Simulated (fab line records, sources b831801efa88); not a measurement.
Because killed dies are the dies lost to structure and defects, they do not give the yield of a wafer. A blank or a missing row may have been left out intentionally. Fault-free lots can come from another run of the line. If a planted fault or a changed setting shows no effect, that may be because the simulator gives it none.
Which tool did it? :: flow gf180mcu :: 36 wafers from 12 lots sampled at 3 of the route's 602 steps

WHAT THE GAUGES READ, wafer by wafer
GF_V4_RS_MEAS_24: uses a four-point probe to measure.
lot: L408
measured: day 25 15:46
on: film-metro-01
V4_W_RS (ohm/sq): 0.329 0.331 0.325

lot: L410
measured: day 26 04:25
on: film-metro-01
V4_W_RS (ohm/sq): 0.328 0.329 0.330

lot: L411
measured: day 26 14:59
on: film-metro-04
V4_W_RS (ohm/sq): 0.323 0.332 0.328

lot: L412
measured: day 26 20:53
on: film-metro-03
V4_W_RS (ohm/sq): 0.328 0.334 0.334

lot: L414
measured: day 28 06:01
on: film-metro-04
V4_W_RS (ohm/sq): 0.327 0.328 0.326

lot: L417
measured: day 28 08:41
on: film-metro-01
V4_W_RS (ohm/sq): 0.323 0.323 0.326

lot: L416
measured: day 28 09:57
on: film-metro-03
V4_W_RS (ohm/sq): 0.334 0.327 0.329

lot: L420
measured: day 29 07:35
on: film-metro-03
V4_W_RS (ohm/sq): 0.320 0.322 0.329

lot: L421
measured: day 29 12:23
on: film-metro-01
V4_W_RS (ohm/sq): 0.329 0.324 0.329

lot: L422
measured: day 29 20:03
on: film-metro-04
V4_W_RS (ohm/sq): 0.333 0.323 0.332

lot: L425
measured: day 30 22:37
on: film-metro-04
V4_W_RS (ohm/sq): 0.329 0.327 0.338

lot: L428
measured: day 31 12:10
on: film-metro-04
V4_W_RS (ohm/sq): 0.329 0.330 0.329

GF_MIM_THK_MEAS_06.
lot: L408
measured: day 25 16:43
on: film-metro-03
MIM_CVD_05_THK (nm): 41.7 43.3 42.8

lot: L410
measured: day 26 05:09
on: film-metro-04
MIM_CVD_05_THK (nm): 41.2 43.0 42.2

lot: L411
measured: day 26 15:43
on: film-metro-02
MIM_CVD_05_THK (nm): 42.1 41.5 42.5

lot: L412
measured: day 26 21:37
on: film-metro-04
MIM_CVD_05_THK (nm): 42.0 41.7 42.2

lot: L414
measured: day 28 06:45
on: film-metro-03
MIM_CVD_05_THK (nm): 41.1 41.5 42.3

lot: L417
measured: day 28 09:25
on: film-metro-03
MIM_CVD_05_THK (nm): 41.9 42.0 41.9

lot: L416
measured: day 28 10:44
on: film-metro-02
MIM_CVD_05_THK (nm): 42.0 41.3 41.9

lot: L420
measured: day 29 08:19
on: film-metro-02
MIM_CVD_05_THK (nm): 42.3 41.5 43.6

lot: L421
measured: day 29 13:06
on: film-metro-03
MIM_CVD_05_THK (nm): 42.0 42.6 42.0

lot: L422
measured: day 29 20:47
on: film-metro-04
MIM_CVD_05_THK (nm): 41.6 42.0 41.6

lot: L425
measured: day 30 23:20
on: film-metro-02
MIM_CVD_05_THK (nm): 41.8 42.4 42.5

lot: L428
measured: day 31 12:53
on: film-metro-04
MIM_CVD_05_THK (nm): 40.6 42.3 41.5

EACH LOT AND THE TOOL THAT RAN IT (in order: tool; ch and the chambers of the sampled wafers; start)
lot: L408
GF_MIM_SPUTTER_02: pvd-sputter-01, day 25 16:35

lot: L410
GF_MIM_SPUTTER_02: pvd-sputter-02, day 26 05:02

lot: L411
GF_MIM_SPUTTER_02: pvd-sputter-02, day 26 15:36

lot: L412
GF_MIM_SPUTTER_02: pvd-sputter-03, day 26 21:30

lot: L414
GF_MIM_SPUTTER_02: pvd-sputter-01, day 28 06:37

lot: L417
GF_MIM_SPUTTER_02: pvd-sputter-03, day 28 09:17

lot: L416
GF_MIM_SPUTTER_02: pvd-sputter-03, day 28 10:35

lot: L420
GF_MIM_SPUTTER_02: pvd-sputter-03, day 29 08:10

lot: L421
GF_MIM_SPUTTER_02: pvd-sputter-02, day 29 12:56

lot: L422
GF_MIM_SPUTTER_02: pvd-sputter-02, day 29 20:40

lot: L425
GF_MIM_SPUTTER_02: pvd-sputter-03, day 30 23:12

lot: L428
GF_MIM_SPUTTER_02: pvd-sputter-02, day 31 12:44
- GF_MIM_SPUTTER_02: material AlCu, target thk 450 nm, time 23.9 s.

AS READ BY THE TOOLS THEMSELVES (means over the sampled wafers that have a number; for cases with no such wafer, the mark the record gives instead)
GF_MIM_SPUTTER_02.
lot: L408
tool: pvd-sputter-01
throttle-valve-pct (%): 29.3

lot: L410
tool: pvd-sputter-02
throttle-valve-pct (%): 30.6

lot: L411
tool: pvd-sputter-02
throttle-valve-pct (%): 29.9

lot: L412
tool: pvd-sputter-03
throttle-valve-pct (%): 30.1

lot: L414
tool: pvd-sputter-01
throttle-valve-pct (%): 30.1

lot: L417
tool: pvd-sputter-03
throttle-valve-pct (%): 32.7

lot: L416
tool: pvd-sputter-03
throttle-valve-pct (%): 30.8

lot: L420
tool: pvd-sputter-03
throttle-valve-pct (%): 30.1

lot: L421
tool: pvd-sputter-02
throttle-valve-pct (%): 30.4

lot: L422
tool: pvd-sputter-02
throttle-valve-pct (%): 30.4

lot: L425
tool: pvd-sputter-03
throttle-valve-pct (%): 31.3

lot: L428
tool: pvd-sputter-02
throttle-valve-pct (%): 30.0

THE ANSWER, worked out from the rows above alone
Rule: the usual values come from the lots themselves. The widest of any qualifying gaps counts: lots, ordered by their means at a reading, are off when they make up no more than a third of the lots, leave a main group of 4 or more, and stand apart from it by 3 or more times the standard deviation of that group's means. A main group whose means are all the same, to the digits that the tables above print for the reading, isn't used. Also off: a lot with no number at a reading for which 4 or more lots have one. Any other lot the step has rows for is counted as sound. The gauges are gone through in route order, then the tools' own readings, and for those a lot's mean is taken as printed above. At the first step where some lot is off, the reading lying furthest off is the one used; lots without a number count as furthest.
None of the lots is off at any reading shown; this tells nothing.

WHAT THE SIMULATOR PUT IN
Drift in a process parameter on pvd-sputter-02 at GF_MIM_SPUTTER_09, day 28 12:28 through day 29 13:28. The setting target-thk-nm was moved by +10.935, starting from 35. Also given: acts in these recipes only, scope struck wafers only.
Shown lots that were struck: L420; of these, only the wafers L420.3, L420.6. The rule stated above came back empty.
